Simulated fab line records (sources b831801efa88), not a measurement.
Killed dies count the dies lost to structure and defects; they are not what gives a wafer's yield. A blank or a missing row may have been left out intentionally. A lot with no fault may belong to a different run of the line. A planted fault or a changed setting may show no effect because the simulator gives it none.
Shared-tool check :: flow gf180mcu :: Sample size 10 lots and 36 wafers

## THE REASON FOR OPENING IT
2 of 10 lots carry a flag on the reading MVPSD_TW at GF_MVPSD_TW_MEAS_11. Fault-free wafers read 551.9, with a standard deviation of 2.8.
Rule: a lot is flagged when every wafer of it that has a number lies more than 4 standard deviations from that mean, or none has a number. As for the other lots, they are considered sound.

lot: L115
measured: day 5 15:29
on: filmMetro-03
MVPSD_TW, wafer by wafer: 553.1 548.9 547.6
flag: 

lot: L116
measured: day 5 21:11
on: filmMetro-04
MVPSD_TW, wafer by wafer: 550.1 549.4 548.8
flag: 

lot: L118
measured: day 6 07:25
on: filmMetro-04
MVPSD_TW, wafer by wafer: 551.6 554.7 551.5
flag: 

lot: L119
measured: day 6 13:45
on: filmMetro-04
MVPSD_TW, wafer by wafer: 553.8 552.0 551.3
flag: 

lot: L127
measured: day 8 11:26
on: filmMetro-03
MVPSD_TW, wafer by wafer: 30.0 30.0 30.1 30.1 30.0 30.0
flag: FLAGGED

lot: L128
measured: day 8 18:19
on: filmMetro-04
MVPSD_TW, wafer by wafer: 30.0 29.8 30.1 30.1 30.0 29.9
flag: FLAGGED

lot: L129
measured: day 9 04:13
on: filmMetro-01
MVPSD_TW, wafer by wafer: 551.9 552.1 551.4
flag: 

lot: L132
measured: day 9 17:58
on: filmMetro-03
MVPSD_TW, wafer by wafer: 553.2 550.2 554.5
flag: 

lot: L134
measured: day 10 07:46
on: filmMetro-04
MVPSD_TW, wafer by wafer: 548.3 548.0 549.7
flag: 

lot: L136
measured: day 10 18:37
on: filmMetro-04
MVPSD_TW, wafer by wafer: 546.8 548.0 550.1
flag: 
The numbers of the flagged lots are 30.0 on average: -521.9 against the usual, or -99 or more standard deviations.

## LOT BY LOT: THE TOOL USED
3 process steps preceding the reading are held in the record, out of 602 steps in the route. Each cell gives the tool, then ch followed by the chambers the sampled wafers passed through, then the start.
lot: L115
flag: 
GF_DNWELL_STRIP_08: plasmaAsher-01 ch 0,1, day 3 07:42
GF_MVSD_STRIP_10: plasmaAsher-03 ch 0,1, day 5 00:41
GF_MVPSD_STRIP_10: plasmaAsher-03 ch 0,1, day 5 15:22

lot: L116
flag: 
GF_DNWELL_STRIP_08: plasmaAsher-04 ch 0,1, day 3 12:23
GF_MVSD_STRIP_10: plasmaAsher-02 ch 0,1, day 5 06:38
GF_MVPSD_STRIP_10: plasmaAsher-01 ch 1, day 5 21:05

lot: L118
flag: 
GF_DNWELL_STRIP_08: plasmaAsher-01 ch 0,1, day 3 22:47
GF_MVSD_STRIP_10: plasmaAsher-03 ch 0,1, day 5 16:17
GF_MVPSD_STRIP_10: plasmaAsher-01 ch 0,1, day 6 07:19

lot: L119
flag: 
GF_DNWELL_STRIP_08: plasmaAsher-03 ch 0,1, day 4 03:25
GF_MVSD_STRIP_10: plasmaAsher-01 ch 0,1, day 5 22:34
GF_MVPSD_STRIP_10: plasmaAsher-01 ch 0,1, day 6 13:40

lot: L127
flag: FLAGGED
GF_DNWELL_STRIP_08: plasmaAsher-01 ch 1, day 5 20:26
GF_MVSD_STRIP_10: plasmaAsher-02 ch 0,1, day 7 18:22
GF_MVPSD_STRIP_10: plasmaAsher-03 ch 0,1, day 8 11:20

lot: L128
flag: FLAGGED
GF_DNWELL_STRIP_08: plasmaAsher-03 ch 0,1, day 6 02:29
GF_MVSD_STRIP_10: plasmaAsher-03 ch 0,1, day 8 01:13
GF_MVPSD_STRIP_10: plasmaAsher-01 ch 0,1, day 8 18:13

lot: L129
flag: 
GF_DNWELL_STRIP_08: plasmaAsher-03 ch 0,1, day 6 08:08
GF_MVSD_STRIP_10: plasmaAsher-02 ch 0,1, day 8 08:55
GF_MVPSD_STRIP_10: plasmaAsher-03 ch 0,1, day 9 04:07

lot: L132
flag: 
GF_DNWELL_STRIP_08: plasmaAsher-03 ch 0,1, day 6 23:41
GF_MVSD_STRIP_10: plasmaAsher-02 ch 0,1, day 9 00:22
GF_MVPSD_STRIP_10: plasmaAsher-01 ch 0,1, day 9 17:52

lot: L134
flag: 
GF_DNWELL_STRIP_08: plasmaAsher-03 ch 0,1, day 7 10:44
GF_MVSD_STRIP_10: plasmaAsher-02 ch 0,1, day 9 13:32
GF_MVPSD_STRIP_10: plasmaAsher-01 ch 0,1, day 10 07:40

lot: L136
flag: 
GF_DNWELL_STRIP_08: plasmaAsher-03 ch 0,1, day 7 20:53
GF_MVSD_STRIP_10: plasmaAsher-02 ch 0,1, day 9 23:52
GF_MVPSD_STRIP_10: plasmaAsher-01 ch 0,1, day 10 18:31
What is done by these steps:
- GF_DNWELL_STRIP_08: strips in O2/N2.
- GF_MVSD_STRIP_10: strips in O2/N2.
- GF_MVPSD_STRIP_10: strips in O2/N2.
- GF_MVPSD_TW_MEAS_11

## FLAGGED OVER TOTAL, TOOL BY TOOL (the gauges that took the reading come last)
step: GF_DNWELL_STRIP_08
tool: plasmaAsher-01
lots run: 3
flagged: 1
share of the flagged lots: some
sound lots run after its first flagged lot: 0

step: GF_DNWELL_STRIP_08
tool: plasmaAsher-03
lots run: 6
flagged: 1
share of the flagged lots: some
sound lots run after its first flagged lot: 4 (L129,L132,L134,L136)

step: GF_DNWELL_STRIP_08
tool: plasmaAsher-04
lots run: 1
flagged: 0
share of the flagged lots: none
sound lots run after its first flagged lot: -

step: GF_MVSD_STRIP_10
tool: plasmaAsher-01
lots run: 1
flagged: 0
share of the flagged lots: none
sound lots run after its first flagged lot: -

step: GF_MVSD_STRIP_10
tool: plasmaAsher-02
lots run: 6
flagged: 1
share of the flagged lots: some
sound lots run after its first flagged lot: 4 (L129,L132,L134,L136)

step: GF_MVSD_STRIP_10
tool: plasmaAsher-03
lots run: 3
flagged: 1
share of the flagged lots: some
sound lots run after its first flagged lot: 0

step: GF_MVPSD_STRIP_10
tool: plasmaAsher-01
lots run: 7
flagged: 1
share of the flagged lots: some
sound lots run after its first flagged lot: 3 (L132,L134,L136)

step: GF_MVPSD_STRIP_10
tool: plasmaAsher-03
lots run: 3
flagged: 1
share of the flagged lots: some
sound lots run after its first flagged lot: 1 (L129)

step: GF_MVPSD_TW_MEAS_11
tool: filmMetro-01
lots run: 1
flagged: 0
share of the flagged lots: none
sound lots run after its first flagged lot: -

step: GF_MVPSD_TW_MEAS_11
tool: filmMetro-03
lots run: 3
flagged: 1
share of the flagged lots: some
sound lots run after its first flagged lot: 1 (L132)

step: GF_MVPSD_TW_MEAS_11
tool: filmMetro-04
lots run: 6
flagged: 1
share of the flagged lots: some
sound lots run after its first flagged lot: 2 (L134,L136)

## WHAT THE TABLE ALLOWS
No row of the table ran every flagged lot.

## WHAT THE SIMULATOR PUT IN
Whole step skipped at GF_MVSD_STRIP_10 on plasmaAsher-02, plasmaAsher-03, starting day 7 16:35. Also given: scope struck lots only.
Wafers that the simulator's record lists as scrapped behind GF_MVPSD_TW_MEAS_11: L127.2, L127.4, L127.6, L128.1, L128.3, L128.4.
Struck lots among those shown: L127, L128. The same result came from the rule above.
